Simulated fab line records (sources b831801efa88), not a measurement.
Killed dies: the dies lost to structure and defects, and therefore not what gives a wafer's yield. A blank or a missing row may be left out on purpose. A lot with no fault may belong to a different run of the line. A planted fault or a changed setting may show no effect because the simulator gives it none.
The tool behind it: which one? + flow gf180mcu + Sampling: 14 lots, 42 wafers, 4 of 602 route steps

WHAT THE GAUGES READ, wafer by wafer
GF_VT_IMPLANT_RS_MEAS_49: measurement is done with a four-point probe. Usual: MVPSD_RS 1166.4 ohm/sq, standard deviation 2.7.
| lot  | measured     | on            | MVPSD_RS (ohm/sq)    | flag |
|------|--------------|---------------|----------------------|------|
| L253 | day 7 14:22  | film_metro-03 | 1165.3 1163.7 1165.7 |      |
| L254 | day 7 20:07  | film_metro-01 | 1167.4 1170.4 1164.7 |      |
| L257 | day 8 13:52  | film_metro-03 | 1167.7 1168.4 1168.1 |      |
| L258 | day 8 20:55  | film_metro-01 | 1164.5 1164.0 1166.5 |      |
| L262 | day 10 05:46 | film_metro-01 | 1167.0 1162.7 1164.2 |      |
| L263 | day 10 18:53 | film_metro-02 | 1183.9 1184.2 1183.1 | OFF  |
| L264 | day 10 22:20 | film_metro-01 | 1186.9 1184.6 1186.8 | OFF  |
| L267 | day 11 12:50 | film_metro-02 | 1167.9 1170.4 1171.7 |      |
| L268 | day 11 20:59 | film_metro-01 | 1164.4 1166.1 1165.6 |      |
| L270 | day 12 10:56 | film_metro-02 | 1165.2 1164.8 1166.5 |      |
| L271 | day 12 15:17 | film_metro-03 | 1172.2 1169.5 1170.6 |      |
| L272 | day 12 22:07 | film_metro-02 | 1165.2 1167.2 1165.9 |      |
| L274 | day 13 10:10 | film_metro-01 | 1167.5 1166.4 1169.1 |      |
| L276 | day 14 03:43 | film_metro-03 | 1162.8 1165.5 1167.1 |      |

GF_HV_LDD_TW_MEAS_50. Usual: HV_LDD_4_TW 575, standard deviation 5.8.
| lot  | measured     | on            | HV_LDD_4_TW | flag |
|------|--------------|---------------|-------------|------|
| L253 | day 12 11:17 | film_metro-01 | 578 581 580 |      |
| L254 | day 12 15:19 | film_metro-01 | 581 579 579 |      |
| L257 | day 13 12:55 | film_metro-01 | 579 577 578 |      |
| L258 | day 13 20:55 | film_metro-01 | 580 577 578 |      |
| L262 | day 15 19:55 | film_metro-03 | 579 579 579 |      |
| L263 | day 16 04:56 | film_metro-03 | 576 572 572 |      |
| L264 | day 16 09:13 | film_metro-01 | 580 581 579 |      |
| L267 | day 17 02:53 | film_metro-03 | 577 576 578 |      |
| L268 | day 17 14:33 | film_metro-01 | 573 577 577 |      |
| L270 | day 18 04:00 | film_metro-03 | 573 575 574 |      |
| L271 | day 18 10:17 | film_metro-02 | 561 564 560 |      |
| L272 | day 18 18:05 | film_metro-01 | 577 573 578 |      |
| L274 | day 19 09:46 | film_metro-01 | 579 575 577 |      |
| L276 | day 20 04:53 | film_metro-01 | 577 575 579 |      |

GF_HV_LDD_RS_MEAS_53: measurement is done with a four-point probe. Usual: HV_LDD_RS 417.6 ohm/sq, standard deviation 0.95.
| lot  | measured     | on            | HV_LDD_RS (ohm/sq) | flag |
|------|--------------|---------------|--------------------|------|
| L253 | day 12 11:27 | film_metro-02 | 416.5 416.7 415.8  |      |
| L254 | day 12 15:30 | film_metro-02 | 416.0 416.5 416.5  |      |
| L257 | day 13 13:06 | film_metro-02 | 419.0 418.3 418.3  |      |
| L258 | day 13 21:07 | film_metro-03 | 417.5 418.5 418.1  |      |
| L262 | day 15 20:06 | film_metro-02 | 417.4 417.8 417.8  |      |
| L263 | day 16 05:11 | film_metro-01 | 419.1 418.0 418.8  |      |
| L264 | day 16 09:24 | film_metro-01 | 416.6 416.7 416.0  |      |
| L267 | day 17 03:03 | film_metro-02 | 417.3 416.1 416.1  |      |
| L268 | day 17 14:46 | film_metro-03 | 417.4 418.4 417.3  |      |
| L270 | day 18 04:13 | film_metro-01 | 416.8 417.3 417.7  |      |
| L271 | day 18 10:27 | film_metro-02 | 416.6 415.8 416.8  |      |
| L272 | day 18 18:16 | film_metro-01 | 417.7 416.8 418.3  |      |
| L274 | day 19 09:57 | film_metro-03 | 418.2 417.7 417.4  |      |
| L276 | day 20 05:04 | film_metro-03 | 418.3 418.0 417.8  |      |

WHICH TOOL RAN EACH LOT (tool, then ch and the chambers of the sampled wafers, then the start)
| lot  | GF_MVPSD_IMPLANT_09             |
|------|---------------------------------|
| L253 | implanter-04 ch 0, day 5 01:25  |
| L254 | implanter-01 ch 0, day 5 06:45  |
| L257 | implanter-01 ch 0, day 5 22:28  |
| L258 | implanter-04 ch 0, day 6 04:11  |
| L262 | implanter-01 ch 0, day 7 09:40  |
| L263 | implanter-03 ch 0, day 7 20:38  |
| L264 | implanter-03 ch 0, day 7 23:09  |
| L267 | implanter-04 ch 0, day 8 12:01  |
| L268 | implanter-01 ch 0, day 8 19:17  |
| L270 | implanter-04 ch 0, day 9 08:20  |
| L271 | implanter-04 ch 0, day 9 12:15  |
| L272 | implanter-04 ch 0, day 9 18:33  |
| L274 | implanter-01 ch 0, day 10 05:51 |
| L276 | implanter-04 ch 0, day 10 20:08 |
- GF_MVPSD_IMPLANT_09

AS READ BY THE TOOLS THEMSELVES (means over the sampled wafers that have a number; for cases with no such wafer, the mark the record gives instead)
GF_MVPSD_IMPLANT_09. Usual: dose_ions_cm2 5e+12, standard deviation 5e+09; faraday_current_uA 28.2, standard deviation 0.56.
| lot  | tool         | dose_ions_cm2 | faraday_current_uA | flag |
|------|--------------|---------------|--------------------|------|
| L253 | implanter-04 | 5e+12         | 28.5               |      |
| L254 | implanter-01 | 5e+12         | 28.9               |      |
| L257 | implanter-01 | 5e+12         | 28.3               |      |
| L258 | implanter-04 | 5e+12         | 28.5               |      |
| L262 | implanter-01 | 5e+12         | 28.4               |      |
| L263 | implanter-03 | 5e+12         | 25.8               | OFF  |
| L264 | implanter-03 | 5e+12         | 25.6               | OFF  |
| L267 | implanter-04 | 5e+12         | 28.0               |      |
| L268 | implanter-01 | 5e+12         | 27.7               |      |
| L270 | implanter-04 | 5e+12         | 28.7               |      |
| L271 | implanter-04 | 5e+12         | 28.1               |      |
| L272 | implanter-04 | 5e+12         | 28.4               |      |
| L274 | implanter-01 | 5e+12         | 28.2               |      |
| L276 | implanter-04 | 5e+12         | 27.9               |      |

THE ANSWER, worked out from the rows above alone
Rule: a lot counts as off when the mean over its wafers that have a number is more than 3 standard deviations away from the usual mean. A lot without any number at a reading at which 4 lots or more have one is off too. Where the step has rows for the other lots, those lots are counted as sound. First the gauges in route order, then the tools' own readings, where a lot's mean is used as printed above. The first step at which some lot is off is used, and at that step the reading that is off furthest; a lot without a number counts as furthest.
Off: at GF_VT_IMPLANT_RS_MEAS_49 (MVPSD_RS), L263, L264.
A tool fits if, at a process step before that reading, it ran every lot that is off, and no sound lot after the first of them. Not tried: the gauges at GF_VT_IMPLANT_RS_MEAS_49; whatever is off there is also off at GF_MVPSD_IMPLANT_09, on other tools, and gauge error can't account for it. One candidate fits, namely implanter-03 at GF_MVPSD_IMPLANT_09. It ran no sound lot before its first lot that is off in this sample, so the start can't be narrowed down.
On the lots that are off, the tool's own readings at GF_MVPSD_IMPLANT_09 differ by more than 5 times the standard deviation of the sound lots' means, which bears it out; faraday_current_uA reads 25.7 there versus 28.3 on the sound lots.

WHAT THE SIMULATOR PUT IN
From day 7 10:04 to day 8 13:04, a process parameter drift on implanter-03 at GF_MVPSD_IMPLANT_09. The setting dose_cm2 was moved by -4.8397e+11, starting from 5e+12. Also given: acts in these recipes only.
Struck lots among those shown: L263, L264. This agrees with what the rule above found.
